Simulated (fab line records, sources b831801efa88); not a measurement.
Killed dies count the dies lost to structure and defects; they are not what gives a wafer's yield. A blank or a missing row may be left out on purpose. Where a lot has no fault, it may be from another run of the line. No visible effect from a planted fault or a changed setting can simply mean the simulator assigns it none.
fab line records ; flow sky130
record: lots: 12; wafers: 36; lastDay: 50
route steps=708 shown CONTACT@424 METAL4@629 VIA4@658 METAL5@667 PAD_OPEN@708
lots that met no fault: taken from a fault-free run of the same line
startH: hours from the record's first day to the start of the lot's first wafer shown ; waitH: time in hours since the lot's previous step ; " unchanged from the row above ; L1.1+2: several wafers, shown together as one row ; - value missing, or start not given ; * or withheld: withheld ; < > ~ a bound
route shown NAME@n: names a module that has steps shown in the file, with the first one's number in the route ; usual: mean/standard deviation of fault-free wafers ; same: alike in all rows ; chamber/n: place in a boat ; sites: per-site readings ; _std_site: standard deviation across them ; _edge_site: inner sites' mean taken away from outer sites' mean ; radiusMm: for every site, how far away it sits from the centre of the wafer ; mask NAME#n: copy n ; behind: the tool/chamber that last shaped the wafer ; hold: what put the lot on hold/how long, in hours/how the hold closed ; device: transistor that didn't switch, given as n, p or np ; end of line: tests of these same wafers at the route's end ; step lacking rows: just its recipe ; killed: dies that structure and defects cost at the first sort, which is not the same as the wafer's yield ; map: shows each die of a wafer: x if killed, . if not, _ if none is there
set.NAME: the run value of the setting; set.NAME@STEP: its run value at that earlier step ; model.NAME: the simulator's own value behind a step, which no gauge read
the route's steps for a sample of lots (tables are steps, rows are wafers)
services: from which hour (startH, from the record's first day; less than 0 if before it) a tool's chamber was out of use, for how many hours, and why
== steps ==
step: SKY_CONTACT_ETCH_18
recipe: target: Si3N4; chemistry: CHF3/O2; stopOn: TiN; sourceW: 600; biasW: 200; pressureMtorr: 40; chf3FlowSccm: 50; O2_flow_sccm: 5; timeS: 39; targetDepthA: 750
usual: O2_flow_sccm: 4.999/0.015; biasW: 200.0/0.64; drypumpMotorCurrentA: 5.9/0.45; oesProductAu: 0.854/0.007; rfFwdPowerW: 593.4/2.3; throttleValvePct: 8.792/0.0089
lot.wafer;tool;chamber;startH;waitH;O2_flow_sccm;biasW;drypumpMotorCurrentA;oesProductAu;rfFwdPowerW;rfHoursCounterH;throttleValvePct
L632.1;rieDiel-01;1;732;-;4.967;200.7;5.5;0.854;592.9;16;8.781
L632.5;rieDiel-01;3;732;-;4.996;199.5;5.8;0.854;593.3;-;8.795
L632.6;rieDiel-01;2;732;-;5.002;199.7;5.9;0.859;596.8;-;8.790
L634.3;rieDiel-04;0;754;-;5.003;199.9;5.7;0.853;591.4;1;8.800
L634.4;rieDiel-04;3;754;-;4.992;199.0;4.8;0.856;594.7;7;8.786
L634.6;rieDiel-04;2;754;-;5.013;199.5;6.3;0.852;592.9;-;8.794
L637.1;rieDiel-01;3;769;-;4.992;199.2;5.8;0.861;590.7;9;8.782
L637.3;rieDiel-01;1;769;-;4.981;199.3;5.5;0.865;591.9;17;8.794
L637.5;rieDiel-01;0;770;-;4.974;201.0;6.3;0.866;595.4;-;8.799
L638.3;rieDiel-01;3;775;-;5.002;201.2;5.8;0.854;590.4;10;8.789
L638.4;rieDiel-01;2;775;-;4.994;200.3;5.9;0.857;592.6;12;8.811
L638.5;rieDiel-01;3;775;-;4.973;200.7;5.8;0.856;592.4;-;8.795
L640.1;rieDiel-01;0;796;-;4.998;200.3;6.3;0.853;590.8;16;8.788
L640.2;rieDiel-01;3;796;-;4.998;200.3;5.8;0.845;589.8;10;8.806
L640.4;rieDiel-01;2;796;-;4.985;199.5;5.9;0.863;598.5;13;8.782
L641.1;rieDiel-01;2;800;-;-;-;-;-;-;-;-
L641.5;rieDiel-01;0;800;-;-;-;-;-;-;-;-
L641.6;rieDiel-01;1;800;-;-;-;-;-;-;-;-
L642.1;rieDiel-04;0;811;-;-;-;-;-;-;-;-
L642.3;rieDiel-04;2;811;-;-;-;-;-;-;-;-
L642.5;rieDiel-04;1;811;-;-;-;-;-;-;-;-
L645.2;rieDiel-01;1;834;-;4.985;200.0;5.5;0.853;593.1;20;8.793
L645.5;rieDiel-01;3;834;-;5.012;199.7;5.8;0.866;591.0;-;8.784
L645.6;rieDiel-01;2;834;-;5.015;198.7;5.9;0.852;595.1;-;8.778
L651.2;rieDiel-01;2;881;-;4.986;200.4;5.9;0.854;592.8;16;8.804
L651.4;rieDiel-01;1;881;-;5.020;200.0;5.5;0.855;596.5;21;8.798
L651.6;rieDiel-01;3;881;-;5.009;198.9;5.8;0.852;589.7;-;8.779
L653.1;rieDiel-03;3;884;-;4.995;201.3;5.9;0.860;594.8;8;8.800
L653.3;rieDiel-03;1;884;-;4.985;200.6;6.1;0.845;593.2;10;8.802
L653.4;rieDiel-03;0;884;-;4.999;201.4;5.3;0.854;593.2;23;8.792
L654.1;rieDiel-01;0;892;-;4.994;199.9;6.3;0.853;591.5;19;8.792
L654.3;rieDiel-01;3;892;-;5.003;199.2;5.8;0.853;591.4;14;8.795
L654.5;rieDiel-01;0;892;-;4.986;200.1;6.3;0.853;595.0;-;8.783
L655.1;rieDiel-01;2;899;-;4.987;200.4;5.9;0.850;596.0;17;8.789
L655.2;rieDiel-01;3;899;-;5.017;199.7;5.8;0.849;592.4;14;8.781
L655.6;rieDiel-01;3;899;-;5.038;200.1;5.8;0.857;593.7;-;8.795
step: SKY_CONTACT_STRIP_19
recipe: chemistry: O2/N2; powerW: 1400; pressureMtorr: 1500; platenTempC: withheld; o2FlowSccm: 3000; n2FlowSccm: 300; overashFraction: 0.5
usual: drypumpMotorCurrentA: 5.3/0.46; oesProductAu: 0.381/0.0046; stripTimeToEndpointS: 3.61/0.031
lot.wafer;tool;chamber;startH;waitH;drypumpMotorCurrentA;oesProductAu;rfHoursCounterH;stripTimeToEndpointS
L632.1;plasmaAsher-04;0;732.36;-;5.4;0.387;30;3.64
L632.5;plasmaAsher-04;1;732.36;-;5.3;0.380;-;3.62
L632.6;plasmaAsher-04;0;732.36;-;5.4;0.380;-;3.61
L634.3;plasmaAsher-03;0;754.11;-;6.1;0.380;-;3.61
L634.4;plasmaAsher-03;1;754.11;-;5.0;0.385;-;3.59
L634.6;plasmaAsher-03;1;754.11;-;5.0;0.376;-;3.60
L637.1;plasmaAsher-03;0;770.03;-;6.1;0.383;68;3.65
L637.3;plasmaAsher-03;0;770.03;-;6.1;0.386;-;3.68
L637.5;plasmaAsher-03;0;770.03;-;6.1;0.376;-;3.63
L638.3;plasmaAsher-04;0;775.71;-;5.4;0.379;-;3.61
L638.4;plasmaAsher-04;1;775.71;-;5.3;0.382;-;3.56
L638.5;plasmaAsher-04;1;775.71;-;5.3;0.384;-;3.61
L640.1;plasmaAsher-02;0;796.46;-;4.8;0.384;93;3.56
L640.2;plasmaAsher-02;1;796.46;-;4.8;0.383;93;3.58
L640.4;plasmaAsher-02;1;796.46;-;4.9;0.378;-;3.58
L641.1;plasmaAsher-03;1;800.34;-;5.0;0.425;71;4.51
L641.5;plasmaAsher-03;1;800.34;-;5.0;0.424;-;4.48
L641.6;plasmaAsher-03;0;800.34;-;6.1;0.421;-;4.52
L642.1;plasmaAsher-02;1;811.43;-;4.8;0.415;94;4.49
L642.3;plasmaAsher-02;1;811.43;-;4.8;0.414;-;4.51
L642.5;plasmaAsher-02;0;811.43;-;4.8;0.418;-;4.49
L645.2;plasmaAsher-03;1;834.68;-;5.0;0.381;75;3.63
L645.5;plasmaAsher-03;1;834.68;-;5.0;0.381;-;3.63
L645.6;plasmaAsher-03;0;834.68;-;6.1;0.381;-;3.59
L651.2;plasmaAsher-04;0;881.09;-;5.4;0.387;46;3.58
L651.4;plasmaAsher-04;0;881.09;-;5.5;0.377;-;3.62
L651.6;plasmaAsher-04;1;881.09;-;5.3;0.379;-;3.58
L653.1;plasmaAsher-02;0;884.27;-;4.9;0.380;101;3.63
L653.3;plasmaAsher-02;0;884.27;-;4.9;0.380;-;3.62
L653.4;plasmaAsher-02;1;884.27;-;4.8;0.379;-;3.62
L654.1;plasmaAsher-02;1;892.88;-;4.9;0.375;102;3.57
L654.3;plasmaAsher-02;1;892.88;-;4.8;0.378;-;3.58
L654.5;plasmaAsher-02;0;892.88;-;4.8;0.372;-;3.57
L655.1;plasmaAsher-03;1;899.12;-;5.0;0.386;81;3.61
L655.2;plasmaAsher-03;0;899.12;-;6.1;0.380;81;3.66
L655.6;plasmaAsher-03;1;899.12;-;5.0;0.380;-;3.63
step: SKY_METAL4_CD_MEAS_13
recipe: targetCdNm: 300
usual: cdNm: 299.8/1.3
lot.wafer;tool;chamber;startH;waitH;cdNm
L632.1;cdSem-01;-;978.09;-;299.5
L632.5;cdSem-01;-;978.09;-;299.5
L632.6;cdSem-01;-;978.09;-;299.4
L634.3;cdSem-01;-;992.88;-;299.0
L634.4;cdSem-01;-;992.88;-;298.3
L634.6;cdSem-01;-;992.88;-;297.5
L637.1;cdSem-02;-;1008.84;-;301.3
L637.3;cdSem-02;-;1008.84;-;303.1
L637.5;cdSem-02;-;1008.84;-;302.0
L638.3;cdSem-02;-;1012.58;-;301.7
L638.4;cdSem-02;-;1012.58;-;301.3
L638.5;cdSem-02;-;1012.58;-;301.1
L640.1;cdSem-02;-;1031.83;-;298.5
L640.2;cdSem-02;-;1031.83;-;298.4
L640.4;cdSem-02;-;1031.83;-;297.7
L645.2;cdSem-01;-;1064.86;-;299.6
L645.5;cdSem-01;-;1064.86;-;299.1
L645.6;cdSem-01;-;1064.86;-;299.9
L651.2;cdSem-01;-;1101.76;-;299.7
L651.4;cdSem-01;-;1101.76;-;301.5
L651.6;cdSem-01;-;1101.76;-;299.4
L653.1;cdSem-02;-;1103.28;-;297.5
L653.3;cdSem-02;-;1103.28;-;298.9
L653.4;cdSem-02;-;1103.28;-;299.9
L654.1;cdSem-02;-;1111.14;-;300.0
L654.3;cdSem-02;-;1111.14;-;300.4
L654.5;cdSem-02;-;1111.14;-;300.5
L655.1;cdSem-02;-;1113.49;-;298.9
L655.2;cdSem-02;-;1113.49;-;298.2
L655.6;cdSem-02;-;1113.49;-;299.9
step: SKY_VIA4_RS_MEAS_19
recipe: thkMeasGauge: four-point-probe; reads: W_of_VIA4_CVD_18+TiN_of_VIA4_SPUTTER_17
usual: VIA4_W_RS: 0.2278/0.0024
lot.wafer;tool;chamber;startH;waitH;VIA4_W_RS[ohm/sq]
L632.1;filmMetro-01;-;1003.62;0.1;0.2302
L632.5;filmMetro-01;-;1003.62;0.1;0.2233
L632.6;filmMetro-01;-;1003.62;0.1;0.2288
L634.3;filmMetro-02;-;1018.28;0.1;0.2283
L634.4;filmMetro-02;-;1018.28;0.1;0.2251
L634.6;filmMetro-02;-;1018.28;0.1;0.2293
L637.1;filmMetro-02;-;1034.37;0.1;0.2236
L637.3;filmMetro-02;-;1034.37;0.1;0.2253
L637.5;filmMetro-02;-;1034.37;0.1;0.2242
L638.3;filmMetro-01;-;1038.54;0.1;0.2280
L638.4;filmMetro-01;-;1038.54;0.1;0.2299
L638.5;filmMetro-01;-;1038.54;0.1;0.2307
L640.1;filmMetro-01;-;1056.29;0.1;0.2294
L640.2;filmMetro-01;-;1056.29;0.1;0.2275
L640.4;filmMetro-01;-;1056.29;0.1;0.2260
L645.2;filmMetro-04;-;1088.39;0.1;0.2287
L645.5;filmMetro-04;-;1088.39;0.1;0.2294
L645.6;filmMetro-04;-;1088.39;0.1;0.2275
L651.2;filmMetro-01;-;1123.56;0.1;0.2253
L651.4;filmMetro-01;-;1123.56;0.1;0.2280
L651.6;filmMetro-01;-;1123.56;0.1;0.2277
L653.1;filmMetro-02;-;1124.57;0.1;0.2273
L653.3;filmMetro-02;-;1124.57;0.1;0.2268
L653.4;filmMetro-02;-;1124.57;0.1;0.2282
L654.1;filmMetro-01;-;1133.00;0.1;0.2285
L654.3;filmMetro-01;-;1133.00;0.1;0.2309
L654.5;filmMetro-01;-;1133.00;0.1;0.2297
L655.1;filmMetro-01;-;1134.82;0.1;0.2315
L655.2;filmMetro-01;-;1134.82;0.1;0.2254
L655.6;filmMetro-01;-;1134.82;0.1;0.2307
step: SKY_METAL5_THK_MEAS_06
recipe: thkMeasGauge: xrf; reads: AlCu_of_METAL5_SPUTTER_02
usual: METAL5_ALCU_THK: 1159/10
lot.wafer;tool;chamber;startH;waitH;METAL5_ALCU_THK[nm]
L632.1;filmMetro-03;-;1004.46;0.1;1148
L632.5;filmMetro-03;-;1004.46;0.1;1160
L632.6;filmMetro-03;-;1004.46;0.1;1160
L634.3;filmMetro-04;-;1019.17;0.1;1157
L634.4;filmMetro-04;-;1019.17;0.1;1144
L634.6;filmMetro-04;-;1019.17;0.1;1145
L637.1;filmMetro-04;-;1035.17;0.1;1152
L637.3;filmMetro-04;-;1035.17;0.1;1145
L637.5;filmMetro-04;-;1035.17;0.1;1162
L638.3;filmMetro-01;-;1039.28;0.1;1169
L638.4;filmMetro-01;-;1039.28;0.1;1163
L638.5;filmMetro-01;-;1039.28;0.1;1159
L640.1;filmMetro-03;-;1057.06;0.1;1156
L640.2;filmMetro-03;-;1057.06;0.1;1150
L640.4;filmMetro-03;-;1057.06;0.1;1166
L645.2;filmMetro-03;-;1089.40;0.1;1160
L645.5;filmMetro-03;-;1089.40;0.1;1153
L645.6;filmMetro-03;-;1089.40;0.1;1151
L651.2;filmMetro-03;-;1124.32;0.1;1156
L651.4;filmMetro-03;-;1124.32;0.1;1158
L651.6;filmMetro-03;-;1124.32;0.1;1154
L653.1;filmMetro-04;-;1125.34;0.1;1155
L653.3;filmMetro-04;-;1125.34;0.1;1147
L653.4;filmMetro-04;-;1125.34;0.1;1158
L654.1;filmMetro-01;-;1133.77;0.1;1168
L654.3;filmMetro-01;-;1133.77;0.1;1164
L654.5;filmMetro-01;-;1133.77;0.1;1181
L655.1;filmMetro-03;-;1135.59;0.1;1162
L655.2;filmMetro-03;-;1135.59;0.1;1166
L655.6;filmMetro-03;-;1135.59;0.1;1158
step: SKY_PAD_OPEN_PROBE_99
usual: killed_at_M0_to_M3: 43/7.5; killed_at_M4_up: 3.3/1.9; killedAtContacts: 24/4.6; killedAtFrontEnd: 16/4.9; killedAtOther: 0.2/0.46; killedDies: 87/9.1; killedOnRim: 17/3.6; killedOpen: 47/7.4; killedShort: 39/6.6
same: grossDies: 492; killedAtBackSide: 0
lot.wafer;tool;chamber;startH;waitH;killed_at_M0_to_M3;killed_at_M4_up;killedAtContacts;killedAtFrontEnd;killedAtOther;killedDies;killedOnRim;killedOpen;killedShort
L634.3;prober-01;-;1088.35;0.2;44;4;36;11;0;95;22;46;45
L634.4;prober-01;-;1088.40;0.2;49;7;26;18;0;100;20;51;48
L634.6;prober-01;-;1088.50;0.2;50;5;31;10;0;96;19;54;40
L638.3;prober-02;-;1106.36;0.2;44;3;27;15;0;89;13;46;43
L638.4;prober-02;-;1106.41;0.2;39;0;20;15;0;74;17;39;34
L638.5;prober-02;-;1106.46;0.2;47;3;21;20;0;91;23;51;39
L640.1;prober-02;-;1122.55;0.1;39;9;24;18;0;90;25;48;42
L640.2;prober-02;-;1122.60;0.1;41;5;27;18;0;91;20;55;36
L640.4;prober-02;-;1122.70;0.2;43;3;26;25;0;97;17;55;41
L641.1;prober-01;-;1125.65;0.1;46;4;422;20;0;492;96;47;51
L641.5;prober-01;-;1125.85;0.2;42;2;438;10;0;492;96;54;35
L641.6;prober-01;-;1125.90;0.2;41;3;414;32;2;492;96;57;40
L642.1;prober-02;-;1132.51;0.1;46;2;429;15;0;492;96;52;34
L642.3;prober-02;-;1132.61;0.2;49;2;415;26;0;492;96;53;46
L642.5;prober-02;-;1132.71;0.2;53;3;421;14;1;492;96;47;50
L645.2;prober-01;-;1151.92;0.1;51;2;28;11;2;94;16;52;41
L645.5;prober-01;-;1152.07;0.2;37;3;17;15;0;72;15;38;34
L645.6;prober-01;-;1152.12;0.2;49;5;24;12;0;90;20;46;44
L653.1;prober-02;-;1182.23;0.1;49;3;25;17;0;94;15;52;41
L653.3;prober-02;-;1182.33;0.2;42;3;22;24;0;91;17;40;50
L653.4;prober-02;-;1182.38;0.2;36;4;21;21;0;82;17;46;35
L655.1;prober-01;-;1190.30;0.1;30;5;21;21;0;77;18;38;39
L655.2;prober-01;-;1190.35;0.1;37;4;25;13;1;80;18;49;31
L655.6;prober-01;-;1190.55;0.2;42;6;16;19;1;84;12;46;38
killed by level:class
L634.3 CONTACT:geometricParticle:open=14 LI_CONTACT:geometricParticle:open=10 VIA1:geometricParticle:open=10 METAL2:geometricParticle:short=9 CONTACT:geometricParticle:short=6 VIA1:geometricParticle:short=6 METAL1:geometricParticle:short=5 LOCAL_INTERCONNECT:geometricParticle:short=4
L634.4 VIA1:geometricParticle:open=15 CONTACT:geometricParticle:open=12 FIELD_ISO:geometricParticle:short=7 VIA2:geometricParticle:open=7 CONTACT:geometricParticle:short=6 METAL1:geometricParticle:short=6 VIA3:geometricParticle:open=5 VIA1:geometricParticle:short=5
L634.6 VIA1:geometricParticle:open=16 CONTACT:geometricParticle:short=11 CONTACT:geometricParticle:open=8 VIA2:geometricParticle:open=7 VIA3:geometricParticle:open=7 LI_CONTACT:geometricParticle:open=6 METAL2:geometricParticle:short=6 METAL4:geometricParticle:short=5
L638.3 VIA1:geometricParticle:open=12 CONTACT:geometricParticle:open=8 LI_CONTACT:geometricParticle:open=6 VIA3:geometricParticle:open=6 LI_CONTACT:geometricParticle:short=5 VIA2:geometricParticle:open=5 FIELD_ISO:geometricParticle:short=4 METAL1:geometricParticle:short=4
L638.4 VIA1:geometricParticle:open=8 CONTACT:geometricParticle:open=8 VIA1:geometricParticle:short=7 VIA3:geometricParticle:open=6 VIA2:geometricParticle:open=4 FIELD_ISO:geometricParticle:open=3 FIELD_ISO:geometricParticle:short=3 POLY_GATE:geometricParticle:short=3
L638.5 VIA1:geometricParticle:open=12 CONTACT:geometricParticle:open=9 VIA1:geometricParticle:short=7 LI_CONTACT:geometricParticle:open=6 METAL2:geometricParticle:short=6 FIELD_ISO:geometricParticle:open=5 VIA2:geometricParticle:open=5 VIA3:geometricParticle:open=5
L640.1 VIA1:geometricParticle:open=8 CONTACT:geometricParticle:open=8 POLY_GATE:geometricParticle:open=6 LI_CONTACT:geometricParticle:short=6 METAL2:geometricParticle:short=6 METAL4:geometricParticle:short=6 FIELD_ISO:geometricParticle:open=5 LI_CONTACT:geometricParticle:open=5
L640.2 CONTACT:geometricParticle:open=12 VIA1:geometricParticle:open=8 VIA3:geometricParticle:open=8 LI_CONTACT:geometricParticle:open=7 FIELD_ISO:geometricParticle:short=6 POLY_GATE:geometricParticle:open=6 VIA1:geometricParticle:short=6 METAL2:geometricParticle:short=5
L640.4 METAL1:geometricParticle:short=10 CONTACT:geometricParticle:open=8 VIA1:geometricParticle:open=8 CONTACT:geometricParticle:short=7 FIELD_ISO:geometricParticle:open=6 POLY_GATE:geometricParticle:open=5 SPACER:geometricParticle:open=5 LI_CONTACT:geometricParticle:open=5
L641.1 CONTACT:areaEtch=393 LI_CONTACT:geometricParticle:open=9 CONTACT:geometricParticle:open=9 METAL1:geometricParticle:short=8 CONTACT:geometricParticle:short=7 VIA2:geometricParticle:short=7 FIELD_ISO:geometricParticle:open=6 VIA3:geometricParticle:open=6
L641.5 CONTACT:areaEtch=401 LI_CONTACT:geometricParticle:open=10 CONTACT:geometricParticle:short=9 CONTACT:geometricParticle:open=9 VIA1:geometricParticle:open=9 VIA3:geometricParticle:open=8 VIA2:geometricParticle:open=6 LI_CONTACT:geometricParticle:short=4
L641.6 CONTACT:areaEtch=395 VIA1:geometricParticle:open=11 POLY_GATE:geometricParticle:open=9 CONTACT:geometricParticle:open=8 VIA2:geometricParticle:open=7 FIELD_ISO:geometricParticle:open=6 FIELD_ISO:geometricParticle:short=6 VIA3:geometricParticle:open=6
L642.1 CONTACT:areaEtch=405 CONTACT:geometricParticle:open=12 VIA1:geometricParticle:open=10 VIA3:geometricParticle:open=8 VIA3:geometricParticle:short=6 FIELD_ISO:geometricParticle:open=5 VIA2:geometricParticle:open=5 LOCAL_INTERCONNECT:geometricParticle:short=4
L642.3 CONTACT:areaEtch=393 VIA1:geometricParticle:open=12 FIELD_ISO:geometricParticle:short=8 VIA1:geometricParticle:short=8 CONTACT:geometricParticle:open=8 VIA2:geometricParticle:open=7 VIA2:geometricParticle:short=7 VIA3:geometricParticle:open=7
L642.5 CONTACT:areaEtch=395 METAL1:geometricParticle:short=11 VIA3:geometricParticle:open=11 VIA1:geometricParticle:open=8 CONTACT:geometricParticle:open=7 LI_CONTACT:geometricParticle:open=7 LOCAL_INTERCONNECT:geometricParticle:short=6 VIA1:geometricParticle:short=6
L645.2 CONTACT:geometricParticle:open=14 VIA3:geometricParticle:open=10 METAL1:geometricParticle:short=9 VIA1:geometricParticle:open=8 VIA2:geometricParticle:open=7 VIA3:geometricParticle:short=7 CONTACT:geometricParticle:short=5 FIELD_ISO:geometricParticle:open=4
L645.5 VIA1:geometricParticle:open=10 CONTACT:geometricParticle:open=9 VIA1:geometricParticle:short=7 METAL1:geometricParticle:short=5 VIA3:geometricParticle:short=4 METAL3:geometricParticle:short=4 VIA3:geometricParticle:open=4 FIELD_ISO:geometricParticle:open=3
L645.6 VIA2:geometricParticle:open=9 VIA1:geometricParticle:open=8 LI_CONTACT:geometricParticle:open=8 CONTACT:geometricParticle:open=6 VIA2:geometricParticle:short=6 VIA3:geometricParticle:open=5 FIELD_ISO:geometricParticle:open=4 FIELD_ISO:geometricParticle:short=4
L653.1 VIA1:geometricParticle:open=11 VIA3:geometricParticle:open=10 LI_CONTACT:geometricParticle:open=8 CONTACT:geometricParticle:open=6 VIA2:geometricParticle:open=6 METAL2:geometricParticle:short=5 METAL1:geometricParticle:short=5 POLY_GATE:geometricParticle:short=4
L653.3 FIELD_ISO:geometricParticle:short=12 VIA1:geometricParticle:short=8 VIA1:geometricParticle:open=8 LI_CONTACT:geometricParticle:open=7 LI_CONTACT:geometricParticle:short=6 METAL1:geometricParticle:short=6 METAL2:geometricParticle:short=6 FIELD_ISO:geometricParticle:open=5
L653.4 VIA1:geometricParticle:open=11 CONTACT:geometricParticle:open=8 LI_CONTACT:geometricParticle:open=7 POLY_GATE:geometricParticle:open=6 METAL1:geometricParticle:short=5 METAL2:geometricParticle:short=5 FIELD_ISO:geometricParticle:open=4 FIELD_ISO:geometricParticle:short=4
L655.1 FIELD_ISO:geometricParticle:open=8 CONTACT:geometricParticle:open=8 VIA1:geometricParticle:open=7 METAL2:geometricParticle:short=7 METAL1:geometricParticle:short=5 POLY_GATE:geometricParticle:open=4 LI_CONTACT:geometricParticle:open=4 LOCAL_INTERCONNECT:geometricParticle:short=4
L655.2 VIA2:geometricParticle:open=10 LI_CONTACT:geometricParticle:open=9 CONTACT:geometricParticle:open=8 VIA1:geometricParticle:open=7 METAL1:geometricParticle:short=5 FIELD_ISO:geometricParticle:short=4 LOCAL_INTERCONNECT:geometricParticle:short=4 METAL2:geometricParticle:short=4
L655.6 VIA2:geometricParticle:open=12 VIA2:geometricParticle:short=7 FIELD_ISO:geometricParticle:open=6 VIA3:geometricParticle:open=6 FIELD_ISO:geometricParticle:short=5 LI_CONTACT:geometricParticle:open=5 VIA1:geometricParticle:open=5 CONTACT:geometricParticle:open=4
== services ==
tool;chamber;startH;hours;kind
rieDiel-03;1;708.52;1.4;repair
rieDiel-04;0;712.12;-;clean
rieDiel-04;0;712.12;18.0;scheduledDown
rieDiel-04;0;712.12;18.0;ventCycle
rieDiel-03;0;723.65;7.5;repair
rieDiel-04;-;758.72;1.2;repair
rieDiel-04;2;765.25;5.3;repair
rieDiel-04;-;775.12;0.5;repair
plasmaAsher-04;-;791.74;1.2;repair
plasmaAsher-02;-;809.08;1.4;repair
rieDiel-01;3;813.41;4.5;repair
rieDiel-01;2;846.09;5.6;repair
rieDiel-03;1;873.78;6.6;repair
rieDiel-04;2;882.00;5.9;repair
plasmaAsher-04;-;889.64;0.5;repair
== key ==
firstSign: step: SKY_CONTACT_ETCH_18; reading: toolRecord; direction: missing
effect: step: SKY_CONTACT_STRIP_19; reading: stripTimeToEndpointS; direction: up; sigmas: 29; usual: *; struck: *
effect: step: SKY_PAD_OPEN_PROBE_99; reading: killedAtContacts; direction: up; sigmas: 86; usual: 24; struck: 423
moreKillsBornAt: SKY_CONTACT_ETCH_18@rieDiel-04: 1193; SKY_CONTACT_ETCH_18@rieDiel-01: 1189
metAt SKY_CONTACT_ETCH_18
struckLots L641,L642
laterRowsLeftOut L641.1,L641.5,L641.6,L642.1,L642.3,L642.5
testerLeftOut L641,L642
notActingAt SKY_METAL4_CD_MEAS_13,SKY_VIA4_RS_MEAS_19,SKY_METAL5_THK_MEAS_06
onsetBetween 796 800
fault: kind: skippedStepWhole; tool: rieDiel-01,rieDiel-04; chamber: -; onsetH: 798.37; steps: SKY_CONTACT_ETCH_18; scope: struckLotsOnly
testerLeftOut: of these lots the tester's yield and bins aren't shown, on N5 and GAA mostly nor the transistor test; their killed dies are dies lost to structure and defects alone, not to doping, threshold or leakage, so they don't give the yield
laterRowsLeftOut: the simulator's readings of these wafers behind a module that went badly wrong aren't trusted and aren't shown, but for the sort
